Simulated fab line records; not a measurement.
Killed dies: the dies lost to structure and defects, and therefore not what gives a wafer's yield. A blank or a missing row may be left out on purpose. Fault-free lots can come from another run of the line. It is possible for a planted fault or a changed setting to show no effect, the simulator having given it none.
fab line records	flow sky130
[record] lots = 13	wafers = 39	last_day = 50
route steps=708 shown SD_P@330 SD_N@349 PAD_OPEN@708
lots with no fault: from the same line, run without faults
start_h: the number of hours between the record's first day and the start of the first shown wafer of the lot	wait_h: hours elapsed since this lot's preceding step	" the same as in the row above	L1.1+2: a row that stands for several wafers	- no value, or no start was given	* or withheld: withheld	< > ~ a bound
route shown NAME@n: NAME is a module with steps in the file, n the number in the route of the first one	usual: average and standard deviation across the fault-free wafers	same: alike in all rows	chamber/n: place in a boat	sites: per-site readings	_std_site: standard deviation across them	_edge_site: inner sites' mean taken away from outer sites' mean	radius_mm: for every site, how far away it sits from the centre of the wafer	mask NAME#n: copy n	behind: the most recent tool/chamber to have shaped the wafer	hold: why the lot was held/for how many hours/how that ended	device: the n, p or np transistor that did not switch	end of line: tests run on the same wafers once the route is complete	step lacking rows: just its recipe	killed: dies lost to structure and defects at the first sort, not the wafer's yield	map: a wafer's dies, x killed, . not, _ none there
set.NAME: the setting that was run; set.NAME@STEP: the one run at that earlier step	model.NAME: the simulator's own value behind a step, which no gauge read
steps of the route over a sample of lots; a table a step, a row a wafer
services: the hour from which a tool's chamber was out of use, counted from the record's first day as start_h (under 0 if before that day), plus the number of hours and why
[[steps]]
[step SKY_SD_P_STRIP_10]
[recipe] chemistry = O2/N2	power_w = 1400	pressure_mtorr = 1500	platen_temp_c = withheld	o2_flow_sccm = 3000	n2_flow_sccm = 300	overash_fraction = 0.5
[usual] drypump_motor_current_A = 5.6/0.44	oes_product_au = 0.617/0.0046	strip_time_to_endpoint_s = 17.48/0.043
lot.wafer	tool	chamber	start_h	wait_h	drypump_motor_current_A	oes_product_au	rf_hours_counter_h	strip_time_to_endpoint_s
L502.1	plasma_asher-04	0	585.56	0.1	5.9	0.626	88	17.47
L502.3	"	1	"	"	5.6	0.612	-	17.47
L502.4	"	0	"	"	5.9	0.617	-	17.45
L504.1	plasma_asher-04	0	608.88	0.1	6.0	0.605	91	17.51
L504.5	"	0	"	"	6.0	0.608	-	17.51
L504.6	"	1	"	"	5.6	0.621	-	17.47
L506.1	plasma_asher-04	1	629.99	0.1	5.6	0.612	93	17.45
L506.4	"	1	"	"	5.6	0.614	-	17.44
L506.5	"	1	"	"	5.5	0.609	-	17.46
L507.4	plasma_asher-04	0	640.22	0.1	6.0	0.621	-	17.43
L507.5	"	1	"	"	5.5	0.619	-	17.47
L507.6	"	0	"	"	6.0	0.614	-	17.51
L508.1	plasma_asher-04	0	646.01	0.1	5.9	0.618	96	17.46
L508.2	"	1	"	"	5.5	0.615	96	17.42
L508.3	"	1	"	"	5.5	0.626	-	17.45
L509.1	plasma_asher-02	0	654.76	0.1	5.5	0.618	47	17.44
L509.3	"	0	"	"	5.5	0.620	-	17.47
L509.6	"	0	"	"	5.5	0.613	-	17.52
L511.1	plasma_asher-04	0	668.24	0.1	5.9	0.626	98	17.50
L511.3	"	0	"	"	5.9	0.621	-	17.48
L511.4	"	1	"	"	5.6	0.626	-	17.47
L514.1	plasma_asher-02	1	696.22	0.1	4.9	0.620	52	17.44
L514.2	"	0	"	"	5.5	0.629	52	17.43
L514.6	"	1	"	"	4.9	0.616	-	17.44
L515.2	plasma_asher-02	0	700.91	0.1	5.5	0.616	52	17.49
L515.3	"	0	"	"	5.5	0.623	-	17.46
L515.5	"	1	"	"	4.9	0.627	-	17.47
L516.1	plasma_asher-04	0	712.21	0.1	6.0	0.619	104	17.44
L516.2	"	1	"	"	5.6	0.618	104	17.45
L516.6	"	1	"	"	5.5	0.619	-	17.42
L522.1	plasma_asher-02	1	753.91	0.1	4.9	0.616	60	17.48
L522.2	"	0	"	"	5.5	0.617	60	17.46
L522.4	"	0	"	"	5.5	0.613	-	17.46
L523.1	plasma_asher-04	0	760.41	0.1	6.0	0.613	2	17.49
L523.4	"	0	"	"	6.0	0.616	-	17.46
L523.5	"	1	"	"	5.5	0.616	-	17.47
L524.1	plasma_asher-01	0	773.16	0.1	6.4	0.618	89	17.54
L524.4	"	0	"	"	6.4	0.619	-	17.52
L524.6	"	0	"	"	6.4	0.622	-	17.53
[step SKY_SD_N_CD_MEAS_07]
[recipe] target_cd_nm = 380
[usual] cd_nm = 380.7/2.1
lot.wafer	tool	chamber	start_h	wait_h	cd_nm
L502.1	cd_sem-01	-	644.23	0.1	380.2
L502.3	"	-	"	"	378.2
L502.4	"	-	"	"	379.6
L504.1	cd_sem-02	-	666.10	0.1	384.2
L504.5	"	-	"	"	380.7
L504.6	"	-	"	"	381.4
L506.1	cd_sem-01	-	686.70	0.1	379.6
L506.4	"	-	"	"	378.9
L506.5	"	-	"	"	379.2
L507.4	cd_sem-02	-	696.61	0.1	379.4
L507.5	"	-	"	"	380.3
L507.6	"	-	"	"	377.7
L508.1	cd_sem-01	-	702.15	0.1	379.2
L508.2	"	-	"	"	382.5
L508.3	"	-	"	"	380.9
L509.1	cd_sem-02	-	710.60	0.1	381.3
L509.3	"	-	"	"	379.6
L509.6	"	-	"	"	380.5
L511.1	cd_sem-02	-	723.50	0.1	380.9
L511.3	"	-	"	"	380.8
L511.4	"	-	"	"	382.3
L514.1	cd_sem-01	-	749.70	0.1	378.5
L514.2	"	-	"	"	376.1
L514.6	"	-	"	"	378.4
L515.2	cd_sem-01	-	754.72	0.1	379.4
L515.3	"	-	"	"	376.8
L515.5	"	-	"	"	376.7
L516.1	cd_sem-02	-	762.50	0.1	379.6
L516.2	"	-	"	"	381.9
L516.6	"	-	"	"	379.1
L522.1	cd_sem-01	-	806.44	0.1	383.1
L522.2	"	-	"	"	378.3
L522.4	"	-	"	"	382.5
L523.1	cd_sem-02	-	812.80	0.1	376.8
L523.4	"	-	"	"	379.3
L523.5	"	-	"	"	378.5
L524.1	cd_sem-01	-	824.79	0.1	380.3
L524.4	"	-	"	"	382.3
L524.6	"	-	"	"	381.2
[step SKY_SD_N_RTA_14]
[recipe] temp_c = 1075	time_s = 2	idle_temp_c = 650	ramp_up_c_per_s = 150	ramp_down_c_per_s = 90	ambient = N2
[usual] lamp_power_pct = 15.74/0.053	ramp_down_c_per_s = 90.001/0.017	wafer_temp_C_max = 1078.0/1.4
lot.wafer	tool	chamber	start_h	wait_h	lamp_power_pct	ramp_down_c_per_s	wafer_temp_C_max
L502.1	rtp_anneal-01	0	644.91	0.0	15.73	89.982	1077.0
L502.3	"	0	"	"	15.75	90.011	1076.0
L502.4	"	0	"	"	15.72	90.019	1077.4
L504.1	rtp_anneal-01	0	666.82	0.0	15.66	89.997	1076.1
L504.5	"	0	"	"	15.75	89.992	1076.5
L504.6	"	0	"	"	15.72	90.011	1078.7
L506.1	rtp_anneal-01	0	687.37	0.0	15.82	89.994	1078.4
L506.4	"	0	"	"	15.71	89.989	1079.2
L506.5	"	0	"	"	15.78	90.006	1075.3
L507.4	rtp_anneal-02	0	697.26	0.0	15.79	89.977	1078.3
L507.5	"	0	"	"	15.73	89.959	1078.9
L507.6	"	0	"	"	15.73	90.010	1077.3
L508.1	rtp_anneal-01	0	702.82	0.0	15.71	90.002	1074.9
L508.2	"	0	"	"	15.65	89.992	1078.8
L508.3	"	0	"	"	15.71	90.035	1077.9
L509.1	rtp_anneal-02	0	711.28	0.0	15.59	90.002	1078.5
L509.3	"	0	"	"	15.83	90.032	1076.7
L509.6	"	0	"	"	15.66	89.971	1078.7
L511.1	rtp_anneal-02	0	724.17	0.0	15.80	90.008	1076.6
L511.3	"	0	"	"	15.68	89.989	1077.3
L511.4	"	0	"	"	15.70	89.981	1077.5
L514.1	rtp_anneal-01	0	750.37	0.0	15.79	36.015	1078.7
L514.2	"	0	"	"	15.74	35.991	1079.1
L514.6	"	0	"	"	15.74	36.009	1078.5
L515.2	rtp_anneal-02	0	755.39	0.0	15.71	90.006	1077.9
L515.3	"	0	"	"	15.63	89.997	1079.5
L515.5	"	0	"	"	15.76	90.038	1078.7
L516.1	rtp_anneal-01	0	763.17	0.0	15.68	36.006	1077.1
L516.2	"	0	"	"	15.86	35.973	1076.3
L516.6	"	0	"	"	15.77	36.002	1078.4
L522.1	rtp_anneal-02	0	807.11	0.0	15.65	90.016	1078.1
L522.2	"	0	"	"	15.70	89.991	1076.5
L522.4	"	0	"	"	15.80	89.982	1078.2
L523.1	rtp_anneal-02	0	813.47	0.0	15.74	89.978	1078.6
L523.4	"	0	"	"	15.73	90.009	1077.5
L523.5	"	0	"	"	15.76	89.995	1079.8
L524.1	rtp_anneal-01	0	825.46	0.0	15.76	90.008	1077.2
L524.4	"	0	"	"	15.78	89.984	1077.8
L524.6	"	0	"	"	15.76	89.981	1077.6
[step SKY_SD_N_RS_MEAS_16]
[recipe] thk_meas_gauge = four-point-probe
[usual] SD_N_RS = 68.22/0.1
lot.wafer	tool	chamber	start_h	wait_h	SD_N_RS[ohm/sq]
L502.1	film_metro-04	-	645.08	0.1	68.22
L502.3	"	-	"	"	68.19
L502.4	"	-	"	"	68.25
L504.1	film_metro-02	-	666.99	0.1	68.18
L504.5	"	-	"	"	68.14
L504.6	"	-	"	"	68.25
L506.1	film_metro-04	-	687.54	0.1	68.25
L506.4	"	-	"	"	68.35
L506.5	"	-	"	"	68.25
L507.4	film_metro-01	-	697.46	0.1	68.17
L507.5	"	-	"	"	68.08
L507.6	"	-	"	"	68.09
L508.1	film_metro-02	-	702.99	0.1	68.12
L508.2	"	-	"	"	68.11
L508.3	"	-	"	"	68.12
L509.1	film_metro-01	-	711.45	0.1	68.35
L509.3	"	-	"	"	68.27
L509.6	"	-	"	"	68.41
L511.1	film_metro-02	-	724.34	0.1	68.27
L511.3	"	-	"	"	68.09
L511.4	"	-	"	"	68.16
L514.1	film_metro-02	-	750.54	0.1	67.99
L514.2	"	-	"	"	68.07
L514.6	"	-	"	"	68.05
L515.2	film_metro-04	-	755.58	0.1	68.39
L515.3	"	-	"	"	68.31
L515.5	"	-	"	"	68.42
L516.1	film_metro-01	-	763.35	0.1	68.10
L516.2	"	-	"	"	68.18
L516.6	"	-	"	"	68.33
L522.1	film_metro-01	-	807.28	0.1	68.29
L522.2	"	-	"	"	68.38
L522.4	"	-	"	"	68.25
L523.1	film_metro-04	-	813.65	0.1	68.35
L523.4	"	-	"	"	68.25
L523.5	"	-	"	"	68.19
L524.1	film_metro-01	-	825.63	0.1	68.18
L524.4	"	-	"	"	68.14
L524.6	"	-	"	"	68.24
[step SKY_PAD_OPEN_PROBE_99]
[usual] killed_at_M0_to_M3 = 44/7.8	killed_at_M4_up = 2.9/1.7	killed_at_contacts = 24/5.4	killed_at_front_end = 15/4.5	killed_at_other = 0.3/0.55	killed_dies = 87/10	killed_open = 48/7.4	killed_short = 39/5.9
[same] gross_dies = 492	killed_at_back_side = 0
lot.wafer	tool	chamber	start_h	wait_h	killed_at_M0_to_M3	killed_at_M4_up	killed_at_contacts	killed_at_front_end	killed_at_other	killed_dies	killed_open	killed_short
L502.1	prober-01	-	1073.42	0.1	46	3	27	9	0	85	46	39
L502.3	prober-01	-	1073.52	0.2	35	3	18	19	0	75	46	29
L502.4	prober-01	-	1073.57	0.2	46	2	30	11	0	89	57	32
L504.1	prober-01	-	1091.30	0.1	43	2	31	18	0	94	50	44
L504.5	prober-01	-	1091.50	0.2	44	3	29	13	0	89	43	46
L504.6	prober-01	-	1091.55	0.2	46	2	22	18	0	88	57	31
L506.1	prober-01	-	1114.47	0.1	33	2	31	19	0	85	46	39
L506.4	prober-01	-	1114.62	0.2	32	5	25	11	0	73	39	34
L506.5	prober-01	-	1114.67	0.2	30	3	31	13	0	77	41	36
L507.4	prober-01	-	1115.56	0.2	44	4	13	20	1	82	47	35
L507.5	prober-01	-	1115.61	0.2	41	1	20	13	0	75	39	36
L507.6	prober-01	-	1115.66	0.2	53	1	23	18	0	95	64	31
L508.1	prober-01	-	1118.89	0.1	41	1	33	16	1	92	52	40
L508.2	prober-01	-	1118.94	0.1	48	4	19	9	0	80	40	40
L508.3	prober-01	-	1118.99	0.2	45	4	21	16	0	86	48	38
L509.1	prober-01	-	1121.07	0.1	58	4	26	13	0	101	63	38
L509.3	prober-01	-	1121.17	0.2	60	4	18	9	0	91	52	39
L509.6	prober-01	-	1121.32	0.2	54	3	28	21	2	108	55	53
L511.1	prober-01	-	1129.43	0.1	51	1	23	10	0	85	50	35
L511.3	prober-01	-	1129.53	0.2	42	2	34	14	0	92	55	37
L511.4	prober-01	-	1129.58	0.2	42	1	23	20	0	86	49	37
L514.1	prober-02	-	1148.85	0.1	40	4	31	13	0	88	52	36
L514.2	prober-02	-	1148.90	0.1	44	5	36	24	0	109	50	59
L514.6	prober-02	-	1149.10	0.2	38	0	23	20	0	81	47	34
L515.2	prober-01	-	1152.37	0.1	39	1	23	14	0	77	39	38
L515.3	prober-01	-	1152.42	0.2	35	2	26	13	1	77	33	44
L515.5	prober-01	-	1152.52	0.2	42	3	19	9	0	73	45	28
L516.1	prober-01	-	1160.08	0.1	57	3	23	17	0	100	50	50
L516.2	prober-01	-	1160.13	0.1	44	6	28	8	1	87	49	38
L516.6	prober-01	-	1160.33	0.2	49	5	28	15	0	97	59	38
L522.1	prober-02	-	1186.12	0.1	43	2	20	16	0	81	40	41
L522.2	prober-02	-	1186.17	0.1	44	1	23	15	0	83	42	41
L522.4	prober-02	-	1186.27	0.2	49	9	24	16	1	99	51	48
L523.1	prober-02	-	1192.52	0.1	45	6	29	19	0	99	55	44
L523.4	prober-02	-	1192.67	0.2	37	3	20	8	0	68	31	37
L523.5	prober-02	-	1192.72	0.2	42	5	29	19	0	95	52	43
L524.1	prober-01	-	1195.86	0.1	39	3	30	10	0	82	53	29
L524.4	prober-01	-	1196.01	0.2	38	7	18	16	0	79	45	34
L524.6	prober-01	-	1196.11	0.2	36	4	20	17	0	77	40	37
// killed by level:class
L502.1 CONTACT:geometric_particle:open=10 VIA1:geometric_particle:open=10 VIA2:geometric_particle:open=9 LI_CONTACT:geometric_particle:open=7 METAL2:geometric_particle:short=6 CONTACT:geometric_particle:short=5 METAL1:geometric_particle:short=4 VIA1:geometric_particle:short=4
L502.3 LI_CONTACT:geometric_particle:open=9 VIA1:geometric_particle:open=8 VIA1:geometric_particle:short=6 CONTACT:geometric_particle:open=6 FIELD_ISO:geometric_particle:open=5 POLY_GATE:geometric_particle:short=5 VIA3:geometric_particle:open=5 POLY_GATE:geometric_particle:open=4
L502.4 VIA1:geometric_particle:open=12 LI_CONTACT:geometric_particle:open=11 CONTACT:geometric_particle:open=10 VIA2:geometric_particle:open=7 VIA1:geometric_particle:short=6 VIA3:geometric_particle:open=6 FIELD_ISO:geometric_particle:open=5 LI_CONTACT:geometric_particle:short=4
L504.1 CONTACT:geometric_particle:open=11 VIA2:geometric_particle:open=9 CONTACT:geometric_particle:short=8 LI_CONTACT:geometric_particle:open=7 VIA1:geometric_particle:open=7 VIA3:geometric_particle:open=6 VIA1:geometric_particle:short=6 POLY_GATE:geometric_particle:short=5
L504.5 CONTACT:geometric_particle:open=9 VIA3:geometric_particle:open=8 VIA1:geometric_particle:open=7 LI_CONTACT:geometric_particle:short=6 VIA1:geometric_particle:short=6 CONTACT:geometric_particle:short=5 METAL2:geometric_particle:short=5 VIA2:geometric_particle:open=5
L504.6 VIA1:geometric_particle:open=14 CONTACT:geometric_particle:open=10 POLY_GATE:geometric_particle:open=8 LI_CONTACT:geometric_particle:open=7 VIA1:geometric_particle:short=6 VIA3:geometric_particle:open=6 VIA2:geometric_particle:open=5 POLY_GATE:geometric_particle:short=4
L506.1 CONTACT:geometric_particle:open=15 CONTACT:geometric_particle:short=7 VIA2:geometric_particle:open=7 POLY_GATE:geometric_particle:open=6 METAL1:geometric_particle:short=6 VIA1:geometric_particle:short=6 POLY_GATE:geometric_particle:short=4 LI_CONTACT:geometric_particle:open=4
L506.4 CONTACT:geometric_particle:open=10 VIA1:geometric_particle:open=8 VIA2:geometric_particle:open=7 LOCAL_INTERCONNECT:geometric_particle:short=5 CONTACT:geometric_particle:short=5 FIELD_ISO:geometric_particle:short=4 METAL2:geometric_particle:short=4 LI_CONTACT:geometric_particle:open=3
L506.5 CONTACT:geometric_particle:open=12 CONTACT:geometric_particle:short=9 VIA1:geometric_particle:open=9 FIELD_ISO:geometric_particle:open=8 METAL1:geometric_particle:short=6 LI_CONTACT:geometric_particle:short=4 LI_CONTACT:geometric_particle:open=4 METAL2:geometric_particle:short=4
L507.4 VIA1:geometric_particle:open=14 VIA3:geometric_particle:open=6 FIELD_ISO:geometric_particle:short=5 LOCAL_INTERCONNECT:geometric_particle:short=5 CONTACT:geometric_particle:open=5 METAL1:geometric_particle:short=5 VIA2:geometric_particle:short=5 POLY_GATE:geometric_particle:short=4
L507.5 CONTACT:geometric_particle:open=10 VIA1:geometric_particle:open=10 VIA2:geometric_particle:open=6 METAL1:geometric_particle:short=5 METAL2:geometric_particle:short=5 FIELD_ISO:geometric_particle:short=4 VIA1:geometric_particle:short=4 VIA3:geometric_particle:open=4
L507.6 VIA1:geometric_particle:open=13 VIA2:geometric_particle:open=9 CONTACT:geometric_particle:open=8 VIA3:geometric_particle:open=7 LI_CONTACT:geometric_particle:open=7 FIELD_ISO:geometric_particle:open=6 POLY_GATE:geometric_particle:open=6 VIA3:geometric_particle:short=5
L508.1 CONTACT:geometric_particle:short=12 METAL2:geometric_particle:short=9 FIELD_ISO:geometric_particle:open=8 LI_CONTACT:geometric_particle:open=8 CONTACT:geometric_particle:open=8 VIA1:geometric_particle:open=7 VIA3:geometric_particle:open=6 VIA2:geometric_particle:open=4
L508.2 METAL2:geometric_particle:short=11 VIA2:geometric_particle:open=9 METAL1:geometric_particle:short=8 CONTACT:geometric_particle:open=7 CONTACT:geometric_particle:short=6 LI_CONTACT:geometric_particle:open=5 VIA1:geometric_particle:open=4 METAL2:geometric_particle:open=4
L508.3 VIA1:geometric_particle:open=14 LI_CONTACT:geometric_particle:open=9 VIA1:geometric_particle:short=8 FIELD_ISO:geometric_particle:short=7 VIA2:geometric_particle:open=7 CONTACT:geometric_particle:open=6 METAL1:geometric_particle:short=6 LOCAL_INTERCONNECT:geometric_particle:short=3
L509.1 CONTACT:geometric_particle:open=12 VIA1:geometric_particle:open=11 VIA3:geometric_particle:open=10 VIA2:geometric_particle:open=8 CONTACT:geometric_particle:short=5 METAL2:geometric_particle:short=5 FIELD_ISO:geometric_particle:open=4 METAL1:geometric_particle:open=4
L509.3 VIA1:geometric_particle:open=11 VIA3:geometric_particle:open=9 METAL2:geometric_particle:short=8 VIA2:geometric_particle:open=8 LI_CONTACT:geometric_particle:open=7 CONTACT:geometric_particle:open=7 METAL1:geometric_particle:short=6 VIA1:geometric_particle:short=4
L509.6 VIA1:geometric_particle:open=11 CONTACT:geometric_particle:open=8 VIA3:geometric_particle:open=8 LI_CONTACT:geometric_particle:open=7 FIELD_ISO:geometric_particle:short=6 CONTACT:geometric_particle:short=6 METAL1:geometric_particle:short=6 VIA1:geometric_particle:short=6
L511.1 VIA1:geometric_particle:open=16 LI_CONTACT:geometric_particle:open=12 VIA3:geometric_particle:open=8 METAL1:geometric_particle:short=5 VIA2:geometric_particle:short=5 POLY_GATE:geometric_particle:short=4 LI_CONTACT:geometric_particle:short=4 METAL2:geometric_particle:short=4
L511.3 VIA1:geometric_particle:open=15 LI_CONTACT:geometric_particle:open=12 CONTACT:geometric_particle:short=9 CONTACT:geometric_particle:open=8 METAL1:geometric_particle:short=5 FIELD_ISO:geometric_particle:short=4 LOCAL_INTERCONNECT:geometric_particle:open=4 VIA2:geometric_particle:open=4
L511.4 LI_CONTACT:geometric_particle:open=7 VIA3:geometric_particle:open=7 LI_CONTACT:geometric_particle:short=6 POLY_GATE:geometric_particle:open=5 POLY_GATE:geometric_particle:short=5 CONTACT:geometric_particle:open=5 VIA1:geometric_particle:open=5 METAL2:geometric_particle:short=5
L514.1 LI_CONTACT:geometric_particle:open=13 VIA1:geometric_particle:open=8 VIA2:geometric_particle:open=7 CONTACT:geometric_particle:open=7 VIA1:geometric_particle:short=7 CONTACT:geometric_particle:short=6 FIELD_ISO:geometric_particle:short=5 FIELD_ISO:geometric_particle:open=4
L514.2 CONTACT:geometric_particle:open=11 VIA2:geometric_particle:short=9 VIA1:geometric_particle:open=9 LOCAL_INTERCONNECT:geometric_particle:short=8 FIELD_ISO:geometric_particle:short=7 FIELD_ISO:geometric_particle:open=7 LI_CONTACT:geometric_particle:open=7 VIA2:geometric_particle:open=6
L514.6 VIA2:geometric_particle:open=9 FIELD_ISO:geometric_particle:open=7 LI_CONTACT:geometric_particle:open=7 VIA1:geometric_particle:open=6 POLY_GATE:geometric_particle:open=5 LOCAL_INTERCONNECT:geometric_particle:short=5 CONTACT:geometric_particle:open=5 FIELD_ISO:geometric_particle:short=4
L515.2 VIA1:geometric_particle:open=10 LI_CONTACT:geometric_particle:open=7 CONTACT:geometric_particle:open=6 VIA2:geometric_particle:short=6 VIA3:geometric_particle:open=6 FIELD_ISO:geometric_particle:short=5 CONTACT:geometric_particle:short=4 METAL1:geometric_particle:short=4
L515.3 CONTACT:geometric_particle:open=8 LI_CONTACT:geometric_particle:open=6 VIA2:geometric_particle:open=6 CONTACT:geometric_particle:short=6 VIA1:geometric_particle:short=6 VIA1:geometric_particle:open=6 VIA2:geometric_particle:short=6 FIELD_ISO:geometric_particle:short=5
L515.5 VIA1:geometric_particle:open=10 CONTACT:geometric_particle:open=8 VIA2:geometric_particle:open=8 LI_CONTACT:geometric_particle:open=7 METAL1:geometric_particle:short=7 METAL1:geometric_particle:open=4 VIA3:geometric_particle:open=3 METAL2:geometric_particle:short=3
L516.1 VIA1:geometric_particle:open=15 VIA2:geometric_particle:open=10 VIA1:geometric_particle:short=8 METAL1:geometric_particle:short=7 LOCAL_INTERCONNECT:geometric_particle:short=6 FIELD_ISO:geometric_particle:short=5 POLY_GATE:geometric_particle:open=5 METAL2:geometric_particle:short=5
L516.2 VIA1:geometric_particle:open=12 CONTACT:geometric_particle:open=10 LI_CONTACT:geometric_particle:open=9 VIA2:geometric_particle:open=8 VIA1:geometric_particle:short=7 METAL4:geometric_particle:short=6 METAL1:geometric_particle:short=5 CONTACT:geometric_particle:short=5
L516.6 VIA2:geometric_particle:open=10 CONTACT:geometric_particle:open=8 VIA1:geometric_particle:open=8 LI_CONTACT:geometric_particle:open=6 CONTACT:geometric_particle:short=6 METAL2:geometric_particle:short=6 VIA3:geometric_particle:open=6 FIELD_ISO:geometric_particle:open=5
L522.1 VIA1:geometric_particle:open=10 VIA1:geometric_particle:short=8 CONTACT:geometric_particle:open=6 METAL2:geometric_particle:short=5 VIA2:geometric_particle:open=5 VIA3:geometric_particle:open=5 FIELD_ISO:geometric_particle:short=4 POLY_GATE:geometric_particle:short=4
L522.2 VIA3:geometric_particle:open=10 METAL1:geometric_particle:short=9 VIA1:geometric_particle:open=8 LI_CONTACT:geometric_particle:open=7 METAL2:geometric_particle:short=6 POLY_GATE:geometric_particle:short=5 CONTACT:geometric_particle:open=5 FIELD_ISO:geometric_particle:open=4
L522.4 VIA1:geometric_particle:open=11 LI_CONTACT:geometric_particle:open=11 METAL4:geometric_particle:short=7 VIA3:geometric_particle:short=6 VIA1:geometric_particle:short=6 VIA3:geometric_particle:open=6 POLY_GATE:geometric_particle:open=5 LOCAL_INTERCONNECT:geometric_particle:short=4
L523.1 VIA1:geometric_particle:open=9 LI_CONTACT:geometric_particle:open=8 VIA2:geometric_particle:open=7 POLY_GATE:geometric_particle:open=5 LI_CONTACT:geometric_particle:short=5 LOCAL_INTERCONNECT:geometric_particle:short=5 CONTACT:geometric_particle:open=5 METAL1:geometric_particle:short=5
L523.4 METAL2:geometric_particle:short=7 VIA1:geometric_particle:open=7 CONTACT:geometric_particle:open=6 LI_CONTACT:geometric_particle:open=5 LOCAL_INTERCONNECT:geometric_particle:short=5 VIA2:geometric_particle:short=5 METAL1:geometric_particle:short=4 VIA1:geometric_particle:short=4
L523.5 CONTACT:geometric_particle:open=16 VIA1:geometric_particle:open=9 VIA3:geometric_particle:open=7 FIELD_ISO:geometric_particle:short=6 LOCAL_INTERCONNECT:geometric_particle:short=6 POLY_GATE:geometric_particle:open=5 CONTACT:geometric_particle:short=5 METAL2:geometric_particle:short=5
L524.1 LI_CONTACT:geometric_particle:open=10 CONTACT:geometric_particle:open=10 VIA1:geometric_particle:open=8 VIA3:geometric_particle:open=7 LI_CONTACT:geometric_particle:short=4 METAL1:geometric_particle:short=4 VIA2:geometric_particle:open=4 METAL3:geometric_particle:short=4
L524.4 VIA3:geometric_particle:open=10 CONTACT:geometric_particle:open=9 FIELD_ISO:geometric_particle:open=7 VIA2:geometric_particle:open=7 METAL4:geometric_particle:short=7 VIA1:geometric_particle:open=6 FIELD_ISO:geometric_particle:short=5 VIA1:geometric_particle:short=5
L524.6 LI_CONTACT:geometric_particle:open=8 VIA1:geometric_particle:open=8 FIELD_ISO:geometric_particle:open=7 METAL2:geometric_particle:short=7 METAL1:geometric_particle:short=7 CONTACT:geometric_particle:open=5 POLY_GATE:geometric_particle:short=4 VIA2:geometric_particle:open=4
[[services]]
tool	chamber	start_h	hours	kind
plasma_asher-02	-	591.96	42.4	repair
plasma_asher-02	-	625.00	0.5	repair
plasma_asher-02	-	634.38	14.6	pm
plasma_asher-01	-	661.37	94.9	repair
plasma_asher-01	-	661.64	0.7	repair
rtp_anneal-02	-	676.32	4.6	pm
plasma_asher-04	-	733.20	3.1	repair
plasma_asher-04	-	736.28	9.0	pm
plasma_asher-04	0	736.28	9.0	vent_cycle
plasma_asher-04	1	736.28	9.0	vent_cycle
plasma_asher-04	0	745.28	-	clean
plasma_asher-04	1	745.28	-	clean
plasma_asher-04	-	756.41	2.4	repair
plasma_asher-02	-	784.06	0.3	repair
[[key]]
[first_sign] step = SKY_SD_N_RTA_14	reading = ramp_down_c_per_s	direction = down	sigmas = 99+	usual = 90.001	struck = 35.999
effect none on later readings
met_at SKY_SD_N_RTA_14
struck_lots L514,L516
tester_left_out L514,L516
not_acting_at SKY_SD_P_STRIP_10,SKY_SD_N_CD_MEAS_07,SKY_SD_N_RS_MEAS_16
onset_between 702.82 750.37
[fault] kind = process_parameter_drift	tool = rtp_anneal-01	chamber = -	onset_h = 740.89	steps = SKY_SD_N_RTA_14	channel = ramp_down_c_per_s	offset = -54	shape = step	end_h = 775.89	acts_in = these_recipes_only	stated = 90
// tester_left_out: of these lots the tester's yield and bins aren't shown, on N5 and GAA mostly nor the transistor test; their killed dies are dies lost to structure and defects alone, not to doping, threshold or leakage, so they don't give the yield
